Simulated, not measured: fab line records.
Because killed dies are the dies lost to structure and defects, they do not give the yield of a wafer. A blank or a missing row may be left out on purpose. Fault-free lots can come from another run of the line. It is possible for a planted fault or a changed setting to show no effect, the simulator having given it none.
Which tool was responsible? / flow gf180mcu / Sampling: 14 lots, 42 wafers, 4 of 602 route steps

== WHAT THE GAUGES SHOWED, per wafer ==
GF_PSD_TW_MEAS_11. Usual: for PSD_TW the level is 3155 and the standard deviation is 14.
lot=L289; measured=day 14 00:37; on=film_metro-02; PSD_TW=3167 3154 3176; flag=
lot=L291; measured=day 14 19:01; on=film_metro-03; PSD_TW=3164 3167 3157; flag=
lot=L292; measured=day 15 00:14; on=film_metro-03; PSD_TW=3148 3147 3177; flag=
lot=L293; measured=day 15 14:13; on=film_metro-03; PSD_TW=3138 3160 3161; flag=
lot=L301; measured=day 18 08:58; on=film_metro-02; PSD_TW=3134 3150 3132; flag=
lot=L303; measured=day 19 06:12; on=film_metro-03; PSD_TW=3177 3158 3171; flag=
lot=L305; measured=day 19 21:16; on=film_metro-03; PSD_TW=3188 3160 3173; flag=
lot=L306; measured=day 20 13:02; on=film_metro-04; PSD_TW=3148 3154 3145; flag=
lot=L307; measured=day 20 17:16; on=film_metro-02; PSD_TW=3177 3169 3163; flag=
lot=L308; measured=day 20 21:43; on=film_metro-04; PSD_TW=3160 3156 3159; flag=
lot=L309; measured=day 21 09:28; on=film_metro-03; PSD_TW=3125 3144 3135; flag=
lot=L310; measured=day 21 11:07; on=film_metro-03; PSD_TW=3144 3134 3131; flag=
lot=L311; measured=day 21 20:06; on=film_metro-02; PSD_TW=3148 3178 3155; flag=
lot=L312; measured=day 22 03:36; on=film_metro-02; PSD_TW=3142 3157 3153; flag=

GF_PSD_RS_MEAS_14: measures by four-point-probe. Usual: for NSD_RS the level is 46.18 ohm/sq and the standard deviation is 0.075.
lot=L289; measured=day 14 00:49; on=film_metro-03; NSD_RS (ohm/sq)=46.14 46.13 46.20; flag=
lot=L291; measured=day 14 19:13; on=film_metro-02; NSD_RS (ohm/sq)=46.15 46.17 46.20; flag=
lot=L292; measured=day 15 00:26; on=film_metro-04; NSD_RS (ohm/sq)=46.26 46.13 46.10; flag=
lot=L293; measured=day 15 14:25; on=film_metro-04; NSD_RS (ohm/sq)=46.11 46.24 46.19; flag=
lot=L301; measured=day 18 09:10; on=film_metro-02; NSD_RS (ohm/sq)=46.03 45.93 45.86; flag=OFF
lot=L303; measured=day 19 06:24; on=film_metro-03; NSD_RS (ohm/sq)=45.77 45.77 45.85; flag=OFF
lot=L305; measured=day 19 21:28; on=film_metro-02; NSD_RS (ohm/sq)=46.14 46.28 46.25; flag=
lot=L306; measured=day 20 13:14; on=film_metro-02; NSD_RS (ohm/sq)=46.28 46.36 46.29; flag=
lot=L307; measured=day 20 17:27; on=film_metro-04; NSD_RS (ohm/sq)=46.02 46.17 46.12; flag=
lot=L308; measured=day 20 21:54; on=film_metro-02; NSD_RS (ohm/sq)=46.30 46.27 46.28; flag=
lot=L309; measured=day 21 09:39; on=film_metro-02; NSD_RS (ohm/sq)=46.34 46.33 46.23; flag=
lot=L310; measured=day 21 11:18; on=film_metro-04; NSD_RS (ohm/sq)=46.14 46.17 46.07; flag=
lot=L311; measured=day 21 20:18; on=film_metro-02; NSD_RS (ohm/sq)=46.20 46.21 46.06; flag=
lot=L312; measured=day 22 03:49; on=film_metro-03; NSD_RS (ohm/sq)=46.14 46.18 46.19; flag=

GF_CONTACT_THK_MEAS_01. Usual: for CONTACT_CVD_00_THK the level is 300 nm and the standard deviation is 3.4.
lot=L289; measured=day 14 22:54; on=film_metro-01; CONTACT_CVD_00_THK (nm)=301 299 302; flag=
lot=L291; measured=day 15 17:17; on=film_metro-04; CONTACT_CVD_00_THK (nm)=296 302 303; flag=
lot=L292; measured=day 15 23:15; on=film_metro-04; CONTACT_CVD_00_THK (nm)=302 305 300; flag=
lot=L293; measured=day 16 13:32; on=film_metro-04; CONTACT_CVD_00_THK (nm)=300 301 301; flag=
lot=L301; measured=day 19 10:22; on=film_metro-04; CONTACT_CVD_00_THK (nm)=295 299 293; flag=
lot=L303; measured=day 20 06:58; on=film_metro-02; CONTACT_CVD_00_THK (nm)=299 294 301; flag=
lot=L305; measured=day 20 22:53; on=film_metro-01; CONTACT_CVD_00_THK (nm)=292 301 292; flag=
lot=L306; measured=day 21 13:50; on=film_metro-01; CONTACT_CVD_00_THK (nm)=301 298 295; flag=
lot=L307; measured=day 21 18:02; on=film_metro-01; CONTACT_CVD_00_THK (nm)=303 298 299; flag=
lot=L308; measured=day 21 22:45; on=film_metro-01; CONTACT_CVD_00_THK (nm)=303 302 302; flag=
lot=L309; measured=day 22 09:46; on=film_metro-04; CONTACT_CVD_00_THK (nm)=300 305 299; flag=
lot=L310; measured=day 22 12:05; on=film_metro-04; CONTACT_CVD_00_THK (nm)=298 304 308; flag=
lot=L311; measured=day 22 20:22; on=film_metro-02; CONTACT_CVD_00_THK (nm)=296 298 301; flag=
lot=L312; measured=day 23 03:55; on=film_metro-04; CONTACT_CVD_00_THK (nm)=301 298 303; flag=

== EACH LOT AND THE TOOL THAT RAN IT (in order: tool; ch and the chambers of the sampled wafers; start) ==
lot=L289; GF_NSD_IMPLANT_10=implanter-04 ch 0, day 13 03:42
lot=L291; GF_NSD_IMPLANT_10=implanter-04 ch 0, day 13 21:14
lot=L292; GF_NSD_IMPLANT_10=implanter-02 ch 0, day 14 01:48
lot=L293; GF_NSD_IMPLANT_10=implanter-04 ch 0, day 14 15:28
lot=L301; GF_NSD_IMPLANT_10=implanter-04 ch 0, day 17 09:28
lot=L303; GF_NSD_IMPLANT_10=implanter-04 ch 0, day 18 05:43
lot=L305; GF_NSD_IMPLANT_10=implanter-02 ch 0, day 18 21:01
lot=L306; GF_NSD_IMPLANT_10=implanter-02 ch 0, day 19 12:09
lot=L307; GF_NSD_IMPLANT_10=implanter-02 ch 0, day 19 17:16
lot=L308; GF_NSD_IMPLANT_10=implanter-01 ch 0, day 19 20:52
lot=L309; GF_NSD_IMPLANT_10=implanter-01 ch 0, day 20 09:13
lot=L310; GF_NSD_IMPLANT_10=implanter-02 ch 0, day 20 10:56
lot=L311; GF_NSD_IMPLANT_10=implanter-02 ch 0, day 20 20:34
lot=L312; GF_NSD_IMPLANT_10=implanter-01 ch 0, day 21 03:44
- GF_NSD_IMPLANT_10

== AS READ BY THE TOOLS THEMSELVES (means over the sampled wafers that have a number; for cases with no such wafer, the mark the record gives instead) ==
GF_NSD_IMPLANT_10. Usual: dose_ions_cm2 4.999e+14, standard deviation 4.6e+11; faraday_current_uA 2786, standard deviation 54.
lot=L289 tool=implanter-04 dose_ions_cm2=4.994e+14 faraday_current_uA=2787 flag=
lot=L291 tool=implanter-04 dose_ions_cm2=4.999e+14 faraday_current_uA=2804 flag=
lot=L292 tool=implanter-02 dose_ions_cm2=4.999e+14 faraday_current_uA=2742 flag=
lot=L293 tool=implanter-04 dose_ions_cm2=5.001e+14 faraday_current_uA=2744 flag=
lot=L301 tool=implanter-04 dose_ions_cm2=5.210e+14 faraday_current_uA=2917 flag=OFF
lot=L303 tool=implanter-04 dose_ions_cm2=5.205e+14 faraday_current_uA=2939 flag=OFF
lot=L305 tool=implanter-02 dose_ions_cm2=5.000e+14 faraday_current_uA=2820 flag=
lot=L306 tool=implanter-02 dose_ions_cm2=4.998e+14 faraday_current_uA=2797 flag=
lot=L307 tool=implanter-02 dose_ions_cm2=5.001e+14 faraday_current_uA=2794 flag=
lot=L308 tool=implanter-01 dose_ions_cm2=4.998e+14 faraday_current_uA=2784 flag=
lot=L309 tool=implanter-01 dose_ions_cm2=4.999e+14 faraday_current_uA=2779 flag=
lot=L310 tool=implanter-02 dose_ions_cm2=4.998e+14 faraday_current_uA=2760 flag=
lot=L311 tool=implanter-02 dose_ions_cm2=4.999e+14 faraday_current_uA=2850 flag=
lot=L312 tool=implanter-01 dose_ions_cm2=4.999e+14 faraday_current_uA=2785 flag=

== THE ANSWER, worked out from the rows above alone ==
Rule: take the mean of a lot's wafers that have a number; if it is more than 3 standard deviations from the usual mean, the lot is off. Also off: a lot with no number at a reading for which 4 or more lots have one. The other lots that the step has rows for count as sound. Order of review: gauges by route order, followed by the tools' own readings, for which a lot's mean as printed above is used. The first step at which some lot is off is used, and at that step the reading that is off furthest; a lot without a number counts as furthest.
Off: at GF_PSD_RS_MEAS_14 (NSD_RS), L301, L303.
If a tool, at a process step before that reading, ran all the lots that are off and no sound lot after the first of them, it fits. Not tried: the gauges at GF_PSD_RS_MEAS_14; whatever is off there is also off at GF_NSD_IMPLANT_10, on other tools, and gauge error can't account for it. One candidate fits, namely implanter-04 at GF_NSD_IMPLANT_10. A fault onset in the window from L293 (day 14 15:28, its last sound lot) to L301 (day 17 09:28, its first lot off) fits.
The tool's own readings at GF_NSD_IMPLANT_10 bear it out: on the lots that are off they differ by more than 5 times the standard deviation of the sound lots' means. dose_ions_cm2 reads 5.208e+14 there against 4.999e+14 on the sound lots.

== WHAT THE SIMULATOR HAD INSERTED ==
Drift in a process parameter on implanter-04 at GF_NSD_IMPLANT_10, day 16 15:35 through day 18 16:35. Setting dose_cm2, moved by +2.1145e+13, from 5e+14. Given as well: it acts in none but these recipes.
Struck lots among those shown: L301, L303. The rule above found the same.
